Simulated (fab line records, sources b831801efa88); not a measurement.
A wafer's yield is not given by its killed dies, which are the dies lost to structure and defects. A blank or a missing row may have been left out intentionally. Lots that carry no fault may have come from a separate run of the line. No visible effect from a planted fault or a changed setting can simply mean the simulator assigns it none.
A struck lot beside a sound one || flow sfq-line || 15 out of 325 route steps
Sound: these wafers, L908.1, L908.5, L908.6. Struck: wafers L917.1, L917.5 (left out: L917.4, a lot-mate that was not struck); the cause follows at the end.
For every step that has rows: the tool of each side, followed by ch and its chambers, followed by its first start. Under that, the readings that differ: sound wafers || struck wafers || difference of the means || sigmas: that difference in standard deviations of wafers without a fault.
alike: a reading whose means differ by less than 2 such deviations, as well as words and numbers matching on both sides. not compared: withheld readings; readings where some wafer has no value; bounds like >300 that might hide an equal value; numbers whose values overlap and for which the record gives no deviation.
The two part at a step that has a row with sigmas, a row that says differs or no value, or rows on one side only. Numbers that don't overlap but have no deviation are shown without sigmas and don't part them. Lack of a reading on every wafer of one side parts them only where that side has two or more wafers.

SFQ_TRILAYER_JJ_CE_BARC_OPEN_RIE_150: chemistry O2, target BARC, target depth 240 nm, time 80 s.
  sound on rie-metal-02 ch 0,1, day 54 15:56; struck on rie-metal-02 ch 0,1, day 59 19:35
  alike: drypump-motor-current-A, oes-product-au
  not compared: rf-hours-counter-h
SFQ_TRILAYER_JJ_CE_ETCH_RIE_118: chemistry SF6, target Nb, stops on Al2O3, time 97.7 s, target depth 170 nm.
  sound on rie-metal-02 ch 0,1, day 54 16:01; struck on rie-metal-02 ch 0,1, day 59 19:40
  alike: drypump-motor-current-A, oes-product-au
  not compared: rf-hours-counter-h
following that, these wafers have no rows for 1 step: SFQ_TRILAYER_JJ_ANODIZE_ANODIZE_119.
SFQ_TRILAYER_JJ_CE_STRIP_STRIP_120: strips in O2.
  sound on rie-metal-02 ch 0,1, day 54 16:38; struck on rie-metal-04 ch 1, day 59 20:17
  alike: drypump-motor-current-A, oes-product-au
  not compared: rf-hours-counter-h
then, 7 steps without rows for these wafers: SFQ_TRILAYER_JJ_CE_STRIP_SOLV_CLEAN_121 (cleans in NMP, time 600 s); SFQ_TRILAYER_M5_LITHO_COAT_128 (resist thk 62 nm); SFQ_TRILAYER_M5_LITHO_COAT_123 (resist thk 600 nm); SFQ_TRILAYER_M5_LITHO_SOFTBAKE_127; SFQ_TRILAYER_M5_LITHO_EXPOSE_124 (exposes mask M5, target cd 700 nm); SFQ_TRILAYER_M5_LITHO_PEB_126 (peb time 60 s); SFQ_TRILAYER_M5_LITHO_DEVELOP_125 (time 60 s).
-- the record jumps here: 5 days lie between the struck wafers' starts before and after --
SFQ_M5_OVL_MEAS_932:
  sound on overlay-01, day 59 14:44; struck on overlay-02, day 65 05:46
  alike: M5_OVL
SFQ_TRILAYER_M5_BARC_OPEN_METAL_ETCH_161: etches BARC in O2, target depth 125 nm, time 41.7 s.
  sound on rie-metal-04 ch 0,1, day 59 14:47; struck on rie-metal-03 ch 1, day 65 05:48
{"reading": "model.KrF_of_TRILAYER_M5_LITHO_COAT_123.thk-nm (nm)", "sound": "524.2 523.8 524", "struck": "530.8 530.7", "difference": "+6.8", "sigmas": ""}
  alike: drypump-motor-current-A, oes-product-au
  not compared: rf-hours-counter-h
SFQ_TRILAYER_M5_ETCH_METAL_ETCH_126: etches Nb in Cl2/BCl3, stops on SiO2, time 203.2 s, target depth 265 nm.
  sound on rie-metal-04 ch 0,1, day 59 14:50; struck on rie-metal-03 ch 1, day 65 05:52
{"reading": "model.KrF_of_TRILAYER_M5_LITHO_COAT_123.thk-nm (nm)", "sound": "372.6 370.7 372.2", "struck": "379.4 377.6", "difference": "+6.7", "sigmas": ""}
  alike: drypump-motor-current-A, oes-product-au
  not compared: rf-hours-counter-h
SFQ_TRILAYER_M5_STRIP_STRIP_127: strips in O2.
  sound on rie-metal-04 ch 0,1, day 59 15:02; struck on rie-metal-03 ch 1, day 65 06:04
  alike: drypump-motor-current-A, oes-product-au
  not compared: rf-hours-counter-h

== WHERE THEY PART ==
Nowhere in this record.

WHY: whatever the simulator had introduced
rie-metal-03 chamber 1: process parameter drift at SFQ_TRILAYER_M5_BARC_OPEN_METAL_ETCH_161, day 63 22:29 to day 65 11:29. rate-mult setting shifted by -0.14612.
